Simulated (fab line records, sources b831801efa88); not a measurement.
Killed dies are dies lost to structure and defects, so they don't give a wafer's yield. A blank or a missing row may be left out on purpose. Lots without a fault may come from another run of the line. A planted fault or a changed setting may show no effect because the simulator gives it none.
Problem report in the 8D (eight disciplines) form, filled by code | flow gf180mcu | the parts of the form that need people (team, actions taken, sign-off) are left out

1. THE PROBLEM
chamber_pressure_pa at GF_V2_SPUTTER_21 reads a mean of 5.671 Pa on 6 wafers of 2 lots; wafers without a fault read 5.001 Pa with a standard deviation of 0.0097. That is +69 standard deviations from the usual mean.
The step: material Ti, target thk 15 nm, time 80.02 s.
First seen on wafer L234.1, day 26 15:58, on pvd_sputter-03. The record holds 18 wafers of 6 lots with a number at this step. Rule for "out", or "out of limits": more than 4 standard deviations from the usual mean. The other wafers with a number count as sound.

2. WHAT IT IS AND WHAT IT IS NOT
question                    | is                     | is not
which readings at this step | chamber_pressure_pa    | -
which lots                  | L234, L238             | L218, L219, L237, L239
which wafers of those lots  | all that have a number | -
read on which tools         | pvd_sputter-03         | pvd_sputter-02, pvd_sputter-04
when                        | from day 26 15:58      | up to then (6 sound wafers); but 6 sound wafers of L237, L239 came after

3. SUSPECTS, AND WHAT RULES EACH OUT
Counting: a tool at a process step up to the reading stays a suspect if it ran every lot that is out and no sound lot after the first of them.
- rie_diel-02 at GF_V2_ETCH_16 (etches BARC in N2/H2): ruled out as a lasting fault. Sound lots L239 ran on it after its first lot that is out, L234 (day 26 15:18).
- rie_diel-02 at GF_V2_ETCH_17 (etches SiO2 in C4F8/O2/Ar, stops on TiN, target depth 630 nm): ruled out as a lasting fault. Sound lots L239 ran on it after its first lot that is out, L234 (day 26 15:26). GF_V2_ETCH_17 gives no start for some lots, so the hours and the order of its lots are those of GF_V2_STRIP_18.
- plasma_asher-02 at GF_V2_STRIP_18 (strips in O2/N2): kept. It ran every lot that is out, first L234 (day 26 15:26), and no sound lot after that; its last sound lot up to then is L219 (day 20 12:43).
- pvd_sputter-03 at GF_V2_SPUTTER_21 (material Ti, target thk 15 nm, time 80.02 s): kept. It ran every lot that is out, first L234 (day 26 15:58), and no sound lot after that; its last sound lot up to then is L219 (day 20 13:17). Its own readings are out on those wafers: chamber_pressure_pa.
Left after counting: plasma_asher-02 at GF_V2_STRIP_18, pvd_sputter-03 at GF_V2_SPUTTER_21.

4. THE CAUSE (what the simulator had put in)
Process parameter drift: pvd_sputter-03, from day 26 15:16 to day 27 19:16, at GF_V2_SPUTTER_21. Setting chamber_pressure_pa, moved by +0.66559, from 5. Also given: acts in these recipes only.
Counting left 2 suspects, and this tool is among them.

5. THE CHAIN OF EFFECTS, in route order
Each row: a reading whose mean over the struck wafers that have a number lies more than 3 standard deviations from the usual. Only readings for which the record gives a usual standard deviation are gone through. hours: the time from each lot's start at the first step in this table that gives one to its start at this step, as a median over the lots. sigmas: the change in usual standard deviations.
hours | step             | reading             | usual    | on struck wafers | change | sigmas
0     | GF_V2_SPUTTER_21 | chamber_pressure_pa | 5.001 Pa | 5.671            | +0.670 | +69
The process steps in it:
- GF_V2_SPUTTER_21: material Ti, target thk 15 nm, time 80.02 s.

6. WHAT WOULD HAVE CAUGHT IT SOONER
In this record the first reading out of limits was taken at day 26 15:58, 1 hour after the fault began at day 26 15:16.
